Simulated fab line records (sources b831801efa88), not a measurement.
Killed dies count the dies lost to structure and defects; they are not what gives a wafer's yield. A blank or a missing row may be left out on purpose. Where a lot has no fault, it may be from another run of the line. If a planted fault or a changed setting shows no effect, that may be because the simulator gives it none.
Which tool did it? -- flow gf180mcu -- 39 wafers from 13 lots sampled at 5 of the route's 602 steps

== WHAT THE GAUGES READ, wafer by wafer ==
GF_V3_THK_MEAS_03. Usual: V3_CVD_02_THK typically reads 849 nm, with standard deviation 16.
lot,measured,on,V3_CVD_02_THK (nm),flag
L633,day 22 09:35,film_metro-03,840 847 862,
L634,day 22 21:35,film_metro-03,827 835 840,
L635,day 23 08:38,film_metro-01,839 826 848,
L637,day 24 04:08,film_metro-02,856 833 843,
L638,day 24 04:19,film_metro-01,827 827 836,
L639,day 24 18:52,film_metro-01,846 844 838,
L640,day 24 22:57,film_metro-02,839 834 869,
L642,day 25 15:50,film_metro-02,817 842 846,
L643,day 26 01:55,film_metro-02,834 844 850,
L645,day 26 12:44,film_metro-03,886 851 853,
L646,day 26 19:41,film_metro-03,853 860 891,
L648,day 27 11:59,film_metro-01,864 864 867,
L653,day 28 20:52,film_metro-03,838 863 872,

GF_V3_OVL_MEAS_15. Usual: V3_OVL typically reads 0 nm, with standard deviation 5.1.
lot,measured,on,V3_OVL (nm),flag
L633,day 23 09:20,overlay-02,0 -2 1,
L634,day 23 20:51,overlay-02,5 6 0,
L635,day 24 08:14,overlay-02,-3 -4 -4,
L637,day 25 01:41,overlay-02,0 1 8,
L638,day 25 02:34,overlay-01,6 9 4,
L639,day 25 16:38,overlay-01,-14 -3 -4,
L640,day 25 21:08,overlay-01,4 2 -3,
L642,day 26 13:38,overlay-02,-3 0 6,
L643,day 26 23:05,overlay-02,-4 -6 -10,
L645,day 27 09:47,overlay-01,-1 1 0,
L646,day 27 16:46,overlay-02,12 3 4,
L648,day 28 08:11,overlay-02,-4 3 0,
L653,day 29 16:23,overlay-01,0 0 -12,

GF_V4_CD_MEAS_14: the cd target is 260 nm. Usual: 259.7 nm for cd_nm, sd 0.94.
lot,measured,on,cd_nm (nm),flag
L633,day 25 08:40,cd_sem-02,260.2 260.2 260.1,
L634,day 25 19:07,cd_sem-01,260.4 258.9 260.2,
L635,day 26 07:13,cd_sem-01,258.5 257.9 257.8,
L637,day 26 23:04,cd_sem-01,259.9 258.1 258.7,
L638,day 27 00:08,cd_sem-01,259.5 259.6 259.6,
L639,day 27 12:52,cd_sem-02,260.6 259.5 258.7,
L640,day 27 17:00,cd_sem-02,259.3 258.9 259.5,
L642,day 28 10:05,cd_sem-02,260.9 259.6 262.4,
L643,day 28 19:02,cd_sem-02,260.0 260.0 260.8,
L645,day 29 05:25,cd_sem-02,261.5 259.8 260.6,
L646,day 29 11:30,cd_sem-01,259.6 260.5 260.0,
L648,day 30 01:16,cd_sem-01,259.8 261.1 260.2,
L653,day 31 08:37,cd_sem-01,259.9 258.7 258.3,

== WHAT TOOL EACH LOT RAN ON (gives the tool, then ch and the chambers of the sampled wafers, and finally the start) ==
lot,GF_M4_COAT_09,GF_M4_STRIP_17
L633,"litho_track-02 ch 0, day 23 22:17","plasma_asher-02 ch 1, day 24 09:32"
L634,"litho_track-02 ch 0, day 24 09:07","plasma_asher-02 ch 0,1, day 24 20:07"
L635,"litho_track-03 ch 0, day 24 20:52","plasma_asher-03 ch 0,1, day 25 08:26"
L637,"litho_track-03 ch 0, day 25 13:46","plasma_asher-03 ch 0,1, day 26 00:49"
L638,"litho_track-02 ch 0, day 25 14:49","plasma_asher-04 ch 0,1, day 26 01:57"
L639,"litho_track-02 ch 0, day 26 04:50","plasma_asher-04 ch 1, day 26 15:11"
L640,"litho_track-03 ch 0, day 26 08:30","plasma_asher-03 ch 1, day 26 19:31"
L642,"litho_track-02 ch 0, day 27 02:55","plasma_asher-04 ch 0,1, day 27 13:28"
L643,"litho_track-01 ch 0, day 27 11:19","plasma_asher-04 ch 0,1, day 27 21:34"
L645,"litho_track-02 ch 0, day 27 21:07","plasma_asher-04 ch 0,1, day 28 07:47"
L646,"litho_track-02 ch 0, day 28 04:01","plasma_asher-03 ch 0, day 28 14:22"
L648,"litho_track-03 ch 0, day 28 19:09","plasma_asher-03 ch 0,1, day 29 05:34"
L653,"litho_track-01 ch 0, day 30 03:11","plasma_asher-04 ch 0,1, day 30 12:38"
- GF_M4_COAT_09: resist thk 1000 nm.
- GF_M4_STRIP_17: strips in O2/N2.

== AS READ BY THE TOOLS THEMSELVES (means over the sampled wafers that have a number; for cases with no such wafer, the mark the record gives instead) ==
GF_M4_COAT_09. Usual: 22.99 C for resist_line_temp_C, sd 0.11.
lot,tool,resist_line_temp_C (C),flag
L633,litho_track-02,22.92,
L634,litho_track-02,23.00,
L635,litho_track-03,23.05,
L637,litho_track-03,22.96,
L638,litho_track-02,22.95,
L639,litho_track-02,22.87,
L640,litho_track-03,22.83,
L642,litho_track-02,22.99,
L643,litho_track-01,23.02,
L645,litho_track-02,22.88,
L646,litho_track-02,23.18,
L648,litho_track-03,22.91,
L653,litho_track-01,23.11,

GF_M4_STRIP_17. Usual: drypump_motor_current_A 5.9 A, standard deviation 0.48; heater_power_w 328 W, standard deviation 35; oes_product_au 0.558 a.u., standard deviation 0.0053; strip_time_to_endpoint_s 7.88 s, standard deviation 0.044.
lot,tool,drypump_motor_current_A (A),heater_power_w (W),oes_product_au (a.u.),strip_time_to_endpoint_s (s),flag
L633,plasma_asher-02,5.9,338,0.561,7.85,
L634,plasma_asher-02,6.1,347,0.559,7.85,
L635,plasma_asher-03,5.9,284,0.552,7.88,
L637,plasma_asher-03,5.9,285,0.558,7.89,
L638,plasma_asher-04,5.6,325,0.555,7.88,
L639,plasma_asher-04,6.6,358,0.561,7.94,
L640,plasma_asher-03,5.9,259,0.559,7.91,
L642,plasma_asher-04,6.1,341,0.565,7.96,
L643,plasma_asher-04,5.6,324,0.556,7.87,
L645,plasma_asher-04,5.6,326,0.555,7.85,
L646,plasma_asher-03,6.0,322,0.556,7.78,
L648,plasma_asher-03,5.9,299,0.557,7.88,
L653,plasma_asher-04,5.6,327,0.555,7.86,

== THE ANSWER, worked out from the rows above alone ==
Rule: lot off if the mean of its wafers having a number is beyond 3 standard deviations from the usual mean. A lot without any number at a reading at which 4 lots or more have one is off too. All remaining lots with rows at the step are treated as sound. First the gauges in route order, then the tools' own readings, where a lot's mean is used as printed above. The first step at which some lot is off is used, and at that step the reading that is off furthest; a lot without a number counts as furthest.
No lot is off at any reading shown: from this, nothing can be told.

== WHAT THE SIMULATOR HAD PUT IN ==
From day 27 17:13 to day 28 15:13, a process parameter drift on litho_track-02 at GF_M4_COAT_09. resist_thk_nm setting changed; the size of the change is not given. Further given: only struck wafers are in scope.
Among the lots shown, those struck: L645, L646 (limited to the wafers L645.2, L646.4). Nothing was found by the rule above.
